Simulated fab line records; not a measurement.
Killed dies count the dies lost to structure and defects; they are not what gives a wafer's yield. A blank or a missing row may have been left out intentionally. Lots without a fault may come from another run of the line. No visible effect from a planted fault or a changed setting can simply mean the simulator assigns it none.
Chamber matching	flow sky130	SKY_CONTACT_ETCH_17 on rie_diel-01: 4 sister chambers
The step etches SiO2 in C4F8/O2/Ar, stops on Si3N4, target depth 340 nm. 4 wafers are shown with their chamber, then 7 later ones without.

WAFERS PAIRED WITH THEIR CHAMBERS
wafer	chamber	oes_product_au (a.u.)
L080.4	1	0.889
L081.5	0	0.892
L084.1	2	0.888
L084.4	3	0.890

WAFERS WITH NO CHAMBER GIVEN
wafer	oes_product_au (a.u.)
L084.6	0.894
L087.1	0.882
L087.5	0.892
L087.6	0.887
L097.3	0.887
L097.4	0.893
L097.5	0.890

THE CHAMBER EACH PASSED THROUGH
wafer	from the rows above	in truth
L084.6	can't be placed: 0 or 3 or 1 or 2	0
L087.1	can't be placed: 2 or 1 or 3 or 0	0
L087.5	can't be placed: 0 or 3 or 1 or 2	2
L087.6	can't be placed: 2 or 1 or 3 or 0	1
L097.3	can't be placed: 2 or 1 or 3 or 0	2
L097.4	can't be placed: 0 or 3 or 1 or 2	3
L097.5	can't be placed: 3 or 1 or 0 or 2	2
Correct placement for 0 of the 7. These rows do not allow placing 7 (true chamber among the candidates in 7). Wrongly placed: 0.
How it was worked out, from the rows above alone: a wafer's distance from a chamber is the root of the sum, over the readings, of the square of ((its reading less the chamber's mean) divided by the reading's scatter). If the next closest chamber is less than 2 further off than the closest, the wafer can't be placed; otherwise it belongs to the closest. A chamber's mean is the mean of its shown wafers. The scatter: root of mean squared gap, hidden wafer to nearest shown wafer, with one shown wafer a chamber.
